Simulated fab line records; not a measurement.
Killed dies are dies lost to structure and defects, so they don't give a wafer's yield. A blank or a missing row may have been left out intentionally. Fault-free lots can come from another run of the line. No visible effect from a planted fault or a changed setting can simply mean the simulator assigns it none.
Which tool is to blame? / flow gf180mcu / Sampling: 24 lots, 72 wafers, 5 of 602 route steps

WHAT EACH GAUGE READ, for each wafer
GF_PSD_OVL_MEAS_08. Usual: PSD_OVL typically reads -0.7 nm, with standard deviation 1.6.
lot=L074; measured=day 14 00:23; on=overlay-02; PSD_OVL (nm)=-2.2 -2.3 -1.3; flag=
lot=L075; measured=day 14 15:13; on=overlay-02; PSD_OVL (nm)=-0.5 -0.3 0.0; flag=
lot=L076; measured=day 14 21:04; on=overlay-01; PSD_OVL (nm)=-2.2 -3.2 -1.8; flag=
lot=L077; measured=day 15 07:28; on=overlay-02; PSD_OVL (nm)=-0.4 0.6 1.0; flag=
lot=L078; measured=day 15 19:08; on=overlay-01; PSD_OVL (nm)=1.4 2.3 1.3; flag=
lot=L079; measured=day 16 09:55; on=overlay-01; PSD_OVL (nm)=0.3 -0.6 -0.4; flag=
lot=L080; measured=day 16 12:14; on=overlay-01; PSD_OVL (nm)=-0.4 1.2 0.9; flag=
lot=L081; measured=day 16 20:01; on=overlay-01; PSD_OVL (nm)=-0.8 -1.1 -1.3; flag=
lot=L082; measured=day 17 03:50; on=overlay-01; PSD_OVL (nm)=-1.9 -1.1 -2.0; flag=
lot=L083; measured=day 17 07:42; on=overlay-02; PSD_OVL (nm)=-2.1 -0.9 -1.1; flag=
lot=L084; measured=day 17 12:46; on=overlay-02; PSD_OVL (nm)=-3.0 -1.1 -1.6; flag=
lot=L085; measured=day 18 00:40; on=overlay-01; PSD_OVL (nm)=-0.1 0.3 -0.2; flag=
lot=L086; measured=day 18 09:50; on=overlay-01; PSD_OVL (nm)=-3.0 -3.1 -2.2; flag=
lot=L087; measured=day 18 18:35; on=overlay-02; PSD_OVL (nm)=0.0 -1.5 -1.3; flag=
lot=L088; measured=day 19 00:50; on=overlay-01; PSD_OVL (nm)=2.8 3.4 3.4; flag=
lot=L089; measured=day 19 11:31; on=overlay-01; PSD_OVL (nm)=-0.3 -0.4 -1.0; flag=
lot=L090; measured=day 19 20:04; on=overlay-01; PSD_OVL (nm)=1.5 2.2 1.1; flag=
lot=L091; measured=day 20 01:56; on=overlay-02; PSD_OVL (nm)=-1.9 0.3 -2.7; flag=
lot=L092; measured=day 20 08:55; on=overlay-01; PSD_OVL (nm)=-2.4 -0.7 -3.0; flag=
lot=L093; measured=day 20 20:56; on=overlay-02; PSD_OVL (nm)=-1.0 -0.8 -1.8; flag=
lot=L094; measured=day 21 06:11; on=overlay-02; PSD_OVL (nm)=-1.4 -0.9 -2.5; flag=
lot=L095; measured=day 21 12:47; on=overlay-02; PSD_OVL (nm)=-3.2 -1.7 -3.0; flag=
lot=L096; measured=day 21 20:14; on=overlay-02; PSD_OVL (nm)=-1.2 0.7 -0.3; flag=
lot=L097; measured=day 22 07:10; on=overlay-02; PSD_OVL (nm)=0.0 -0.7 0.9; flag=

GF_M1_THK_MEAS_06: measures by xrf. Usual: M1_ALCU_THK typically reads 436 nm, with standard deviation 4.1.
lot=L074; measured=day 15 22:41; on=film metro-04; M1_ALCU_THK (nm)=440 441 441; flag=
lot=L075; measured=day 16 14:26; on=film metro-04; M1_ALCU_THK (nm)=443 441 437; flag=
lot=L076; measured=day 16 19:41; on=film metro-01; M1_ALCU_THK (nm)=440 441 440; flag=
lot=L077; measured=day 17 16:37; on=film metro-04; M1_ALCU_THK (nm)=439 439 442; flag=
lot=L078; measured=day 17 19:55; on=film metro-04; M1_ALCU_THK (nm)=436 437 436; flag=
lot=L079; measured=day 18 18:56; on=film metro-04; M1_ALCU_THK (nm)=422 429 432; flag=
lot=L080; measured=day 18 19:30; on=film metro-04; M1_ALCU_THK (nm)=435 439 439; flag=
lot=L081; measured=day 18 22:22; on=film metro-01; M1_ALCU_THK (nm)=429 437 429; flag=
lot=L082; measured=day 19 04:46; on=film metro-01; M1_ALCU_THK (nm)=434 438 439; flag=
lot=L083; measured=day 19 10:30; on=film metro-04; M1_ALCU_THK (nm)=445 440 443; flag=
lot=L084; measured=day 19 15:13; on=film metro-01; M1_ALCU_THK (nm)=430 431 435; flag=
lot=L085; measured=day 20 04:04; on=film metro-02; M1_ALCU_THK (nm)=436 432 436; flag=
lot=L086; measured=day 20 15:07; on=film metro-01; M1_ALCU_THK (nm)=443 434 433; flag=
lot=L087; measured=day 20 21:43; on=film metro-04; M1_ALCU_THK (nm)=431 438 430; flag=
lot=L088; measured=day 21 05:13; on=film metro-02; M1_ALCU_THK (nm)=434 435 436; flag=
lot=L089; measured=day 21 15:18; on=film metro-01; M1_ALCU_THK (nm)=432 431 436; flag=
lot=L090; measured=day 22 00:25; on=film metro-04; M1_ALCU_THK (nm)=433 430 432; flag=
lot=L091; measured=day 22 05:43; on=film metro-02; M1_ALCU_THK (nm)=439 439 439; flag=
lot=L092; measured=day 22 12:23; on=film metro-01; M1_ALCU_THK (nm)=434 432 435; flag=
lot=L093; measured=day 22 23:10; on=film metro-04; M1_ALCU_THK (nm)=427 432 436; flag=
lot=L094; measured=day 23 09:35; on=film metro-04; M1_ALCU_THK (nm)=436 435 438; flag=
lot=L095; measured=day 23 15:41; on=film metro-04; M1_ALCU_THK (nm)=432 437 432; flag=
lot=L096; measured=day 23 21:52; on=film metro-01; M1_ALCU_THK (nm)=442 433 435; flag=
lot=L097; measured=day 24 09:10; on=film metro-04; M1_ALCU_THK (nm)=442 440 435; flag=

GF_V1_OVL_MEAS_15. Usual: V1_OVL typically reads -2 nm, with standard deviation 5.2.
lot=L074; measured=day 17 20:04; on=overlay-01; V1_OVL (nm)=6 0 -1; flag=
lot=L075; measured=day 18 17:59; on=overlay-02; V1_OVL (nm)=7 -1 4; flag=
lot=L076; measured=day 18 19:25; on=overlay-01; V1_OVL (nm)=3 -1 -3; flag=
lot=L077; measured=day 19 16:44; on=overlay-01; V1_OVL (nm)=-3 3 -4; flag=
lot=L078; measured=day 19 21:09; on=overlay-02; V1_OVL (nm)=0 -4 6; flag=
lot=L079; measured=day 20 20:13; on=overlay-02; V1_OVL (nm)=-6 -2 -8; flag=
lot=L080; measured=day 20 21:17; on=overlay-01; V1_OVL (nm)=1 0 -6; flag=
lot=L081; measured=day 21 01:12; on=overlay-01; V1_OVL (nm)=-3 -3 -2; flag=
lot=L082; measured=day 21 05:43; on=overlay-01; V1_OVL (nm)=-1 -8 -2; flag=
lot=L083; measured=day 21 11:41; on=overlay-02; V1_OVL (nm)=6 -4 4; flag=
lot=L084; measured=day 21 15:26; on=overlay-02; V1_OVL (nm)=2 1 1; flag=
lot=L085; measured=day 22 05:37; on=overlay-01; V1_OVL (nm)=-2 2 0; flag=
lot=L086; measured=day 22 15:47; on=overlay-01; V1_OVL (nm)=-9 -3 -16; flag=
lot=L087; measured=day 22 22:25; on=overlay-01; V1_OVL (nm)=-2 -8 -5; flag=
lot=L088; measured=day 23 05:44; on=overlay-01; V1_OVL (nm)=8 3 -2; flag=
lot=L089; measured=day 23 14:29; on=overlay-02; V1_OVL (nm)=-6 -6 -4; flag=
lot=L090; measured=day 23 23:14; on=overlay-01; V1_OVL (nm)=0 7 4; flag=
lot=L091; measured=day 24 04:34; on=overlay-01; V1_OVL (nm)=0 0 -2; flag=
lot=L092; measured=day 24 10:34; on=overlay-01; V1_OVL (nm)=-7 -6 -11; flag=
lot=L093; measured=day 24 21:01; on=overlay-02; V1_OVL (nm)=0 3 2; flag=
lot=L094; measured=day 25 06:26; on=overlay-01; V1_OVL (nm)=-6 -7 -9; flag=
lot=L095; measured=day 25 12:31; on=overlay-02; V1_OVL (nm)=6 1 -7; flag=
lot=L096; measured=day 25 17:20; on=overlay-02; V1_OVL (nm)=-9 -11 -9; flag=
lot=L097; measured=day 26 05:17; on=overlay-02; V1_OVL (nm)=8 1 10; flag=

WHICH TOOL RAN EACH LOT (tool, then ch and the chambers of the sampled wafers, then the start)
lot=L074; GF_CONTACT_STRIP_18=plasma asher-04 ch 0,1, day 15 21:16; GF_CONTACT_CVD_24=cvd w-01 ch 0, day 15 21:41
lot=L075; GF_CONTACT_STRIP_18=plasma asher-04 ch 0,1, day 16 13:07; GF_CONTACT_CVD_24=cvd w-02 ch 0,1, day 16 13:31
lot=L076; GF_CONTACT_STRIP_18=plasma asher-02 ch 0,1, day 16 18:22; GF_CONTACT_CVD_24=cvd w-02 ch 0,1, day 16 18:46
lot=L077; GF_CONTACT_STRIP_18=plasma asher-01 ch 0,1, day 17 06:53; GF_CONTACT_CVD_24=cvd w-01 ch 0,1, day 17 07:17
lot=L078; GF_CONTACT_STRIP_18=plasma asher-01 ch 0,1, day 17 18:23; GF_CONTACT_CVD_24=cvd w-01 ch 0,1, day 17 18:48
lot=L079; GF_CONTACT_STRIP_18=plasma asher-01 ch 0,1, day 18 17:29; GF_CONTACT_CVD_24=cvd w-02 ch 1, day 18 17:53
lot=L080; GF_CONTACT_STRIP_18=plasma asher-02 ch 0,1, day 18 18:10; GF_CONTACT_CVD_24=cvd w-02 ch 0,1, day 18 18:35
lot=L081; GF_CONTACT_STRIP_18=plasma asher-02 ch 0,1, day 18 21:03; GF_CONTACT_CVD_24=cvd w-01 ch 0,1, day 18 21:28
lot=L082; GF_CONTACT_STRIP_18=plasma asher-01 ch 0,1, day 19 03:26; GF_CONTACT_CVD_24=cvd w-02 ch 0,1, day 19 03:50
lot=L083; GF_CONTACT_STRIP_18=plasma asher-04 ch 0,1, day 19 09:11; GF_CONTACT_CVD_24=cvd w-02 ch 0,1, day 19 09:36
lot=L084; GF_CONTACT_STRIP_18=plasma asher-02 ch 0,1, day 19 13:47; GF_CONTACT_CVD_24=cvd w-01 ch 1, day 19 14:13
lot=L085; GF_CONTACT_STRIP_18=plasma asher-01 ch 0,1, day 20 02:43; GF_CONTACT_CVD_24=cvd w-02 ch 0,1, day 20 03:08
lot=L086; GF_CONTACT_STRIP_18=plasma asher-04 ch 0,1, day 20 13:49; GF_CONTACT_CVD_24=cvd w-02 ch 0,1, day 20 14:13
lot=L087; GF_CONTACT_STRIP_18=plasma asher-02 ch 0,1, day 20 20:22; GF_CONTACT_CVD_24=cvd w-02 ch 0,1, day 20 20:48
lot=L088; GF_CONTACT_STRIP_18=plasma asher-02 ch 0,1, day 21 03:52; GF_CONTACT_CVD_24=cvd w-02 ch 0,1, day 21 04:17
lot=L089; GF_CONTACT_STRIP_18=plasma asher-01 ch 0,1, day 21 13:59; GF_CONTACT_CVD_24=cvd w-02 ch 0,1, day 21 14:23
lot=L090; GF_CONTACT_STRIP_18=plasma asher-01 ch 0,1, day 21 23:07; GF_CONTACT_CVD_24=cvd w-01 ch 0,1, day 21 23:30
lot=L091; GF_CONTACT_STRIP_18=plasma asher-02 ch 1, day 22 04:20; GF_CONTACT_CVD_24=cvd w-01 ch 0,1, day 22 04:47
lot=L092; GF_CONTACT_STRIP_18=plasma asher-04 ch 0,1, day 22 11:02; GF_CONTACT_CVD_24=cvd w-02 ch 0,1, day 22 11:28
lot=L093; GF_CONTACT_STRIP_18=plasma asher-02 ch 0,1, day 22 21:50; GF_CONTACT_CVD_24=cvd w-01 ch 0,1, day 22 22:15
lot=L094; GF_CONTACT_STRIP_18=plasma asher-02 ch 0,1, day 23 08:16; GF_CONTACT_CVD_24=cvd w-02 ch 0,1, day 23 08:39
lot=L095; GF_CONTACT_STRIP_18=plasma asher-04 ch 0,1, day 23 14:20; GF_CONTACT_CVD_24=cvd w-02 ch 0,1, day 23 14:45
lot=L096; GF_CONTACT_STRIP_18=plasma asher-04 ch 0,1, day 23 20:33; GF_CONTACT_CVD_24=cvd w-01 ch 0,1, day 23 20:58
lot=L097; GF_CONTACT_STRIP_18=plasma asher-01 ch 0,1, day 24 07:44; GF_CONTACT_CVD_24=cvd w-01 ch 0,1, day 24 08:14
- GF_CONTACT_STRIP_18: strips in O2/N2.
- GF_CONTACT_CVD_24: deposits W, target thk 300 nm, time 90.339 s.

WHAT THE TOOLS THEMSELVES READ (means of the sampled wafers that have a number; where no wafer has one, the mark that the record gives instead)
GF_CONTACT_STRIP_18. Usual: drypump motor current A 5.8 A, standard deviation 0.47; heater power w 298 W, standard deviation 36; oes product au 0.579 a.u., standard deviation 0.0055.
lot=L074; tool=plasma asher-04; drypump motor current A (A)=5.3; heater power w (W)=297; oes product au (a.u.)=0.582; flag=
lot=L075; tool=plasma asher-04; drypump motor current A (A)=5.3; heater power w (W)=297; oes product au (a.u.)=0.582; flag=
lot=L076; tool=plasma asher-02; drypump motor current A (A)=6.1; heater power w (W)=295; oes product au (a.u.)=0.575; flag=
lot=L077; tool=plasma asher-01; drypump motor current A (A)=5.8; heater power w (W)=285; oes product au (a.u.)=0.583; flag=
lot=L078; tool=plasma asher-01; drypump motor current A (A)=5.8; heater power w (W)=285; oes product au (a.u.)=0.575; flag=
lot=L079; tool=plasma asher-01; drypump motor current A (A)=5.7; heater power w (W)=322; oes product au (a.u.)=0.579; flag=
lot=L080; tool=plasma asher-02; drypump motor current A (A)=5.9; heater power w (W)=315; oes product au (a.u.)=0.586; flag=
lot=L081; tool=plasma asher-02; drypump motor current A (A)=6.2; heater power w (W)=296; oes product au (a.u.)=0.578; flag=
lot=L082; tool=plasma asher-01; drypump motor current A (A)=5.8; heater power w (W)=320; oes product au (a.u.)=0.583; flag=
lot=L083; tool=plasma asher-04; drypump motor current A (A)=5.3; heater power w (W)=288; oes product au (a.u.)=0.584; flag=
lot=L084; tool=plasma asher-02; drypump motor current A (A)=6.2; heater power w (W)=294; oes product au (a.u.)=0.578; flag=
lot=L085; tool=plasma asher-01; drypump motor current A (A)=5.7; heater power w (W)=324; oes product au (a.u.)=0.576; flag=
lot=L086; tool=plasma asher-04; drypump motor current A (A)=5.3; heater power w (W)=286; oes product au (a.u.)=0.584; flag=
lot=L087; tool=plasma asher-02; drypump motor current A (A)=5.9; heater power w (W)=312; oes product au (a.u.)=0.577; flag=
lot=L088; tool=plasma asher-02; drypump motor current A (A)=6.2; heater power w (W)=298; oes product au (a.u.)=0.578; flag=
lot=L089; tool=plasma asher-01; drypump motor current A (A)=5.7; heater power w (W)=326; oes product au (a.u.)=0.582; flag=
lot=L090; tool=plasma asher-01; drypump motor current A (A)=5.8; heater power w (W)=284; oes product au (a.u.)=0.586; flag=
lot=L091; tool=plasma asher-02; drypump motor current A (A)=5.6; heater power w (W)=318; oes product au (a.u.)=0.577; flag=
lot=L092; tool=plasma asher-04; drypump motor current A (A)=5.2; heater power w (W)=285; oes product au (a.u.)=0.579; flag=
lot=L093; tool=plasma asher-02; drypump motor current A (A)=6.1; heater power w (W)=298; oes product au (a.u.)=0.574; flag=
lot=L094; tool=plasma asher-02; drypump motor current A (A)=5.9; heater power w (W)=311; oes product au (a.u.)=0.574; flag=
lot=L095; tool=plasma asher-04; drypump motor current A (A)=5.6; heater power w (W)=277; oes product au (a.u.)=0.579; flag=
lot=L096; tool=plasma asher-04; drypump motor current A (A)=5.6; heater power w (W)=269; oes product au (a.u.)=0.577; flag=
lot=L097; tool=plasma asher-01; drypump motor current A (A)=5.7; heater power w (W)=321; oes product au (a.u.)=0.579; flag=

GF_CONTACT_CVD_24. Usual: heater power w at 811 W, with a standard deviation of 60.
lot=L074; tool=cvd w-01; heater power w (W)=865; flag=
lot=L075; tool=cvd w-02; heater power w (W)=780; flag=
lot=L076; tool=cvd w-02; heater power w (W)=826; flag=
lot=L077; tool=cvd w-01; heater power w (W)=832; flag=
lot=L078; tool=cvd w-01; heater power w (W)=835; flag=
lot=L079; tool=cvd w-02; heater power w (W)=725; flag=
lot=L080; tool=cvd w-02; heater power w (W)=770; flag=
lot=L081; tool=cvd w-01; heater power w (W)=871; flag=
lot=L082; tool=cvd w-02; heater power w (W)=761; flag=
lot=L083; tool=cvd w-02; heater power w (W)=766; flag=
lot=L084; tool=cvd w-01; heater power w (W)=817; flag=
lot=L085; tool=cvd w-02; heater power w (W)=766; flag=
lot=L086; tool=cvd w-02; heater power w (W)=806; flag=
lot=L087; tool=cvd w-02; heater power w (W)=802; flag=
lot=L088; tool=cvd w-02; heater power w (W)=817; flag=
lot=L089; tool=cvd w-02; heater power w (W)=762; flag=
lot=L090; tool=cvd w-01; heater power w (W)=862; flag=
lot=L091; tool=cvd w-01; heater power w (W)=847; flag=
lot=L092; tool=cvd w-02; heater power w (W)=807; flag=
lot=L093; tool=cvd w-01; heater power w (W)=863; flag=
lot=L094; tool=cvd w-02; heater power w (W)=769; flag=
lot=L095; tool=cvd w-02; heater power w (W)=821; flag=
lot=L096; tool=cvd w-01; heater power w (W)=840; flag=
lot=L097; tool=cvd w-01; heater power w (W)=841; flag=

THE ANSWER, worked out from the rows above alone
Rule: a lot is off if the mean of its wafers that have a number lies more than 3 standard deviations from the usual mean. Also off: a lot with no number at a reading for which 4 or more lots have one. Any other lot the step has rows for is counted as sound. First the gauges in route order, then the tools' own readings, where a lot's mean is used as printed above. The first step at which some lot is off is used, and at that step the reading that is off furthest; a lot without a number counts as furthest.
Nothing can be told from this: no lot is off at any reading shown.

WHAT WAS PUT IN BY THE SIMULATOR
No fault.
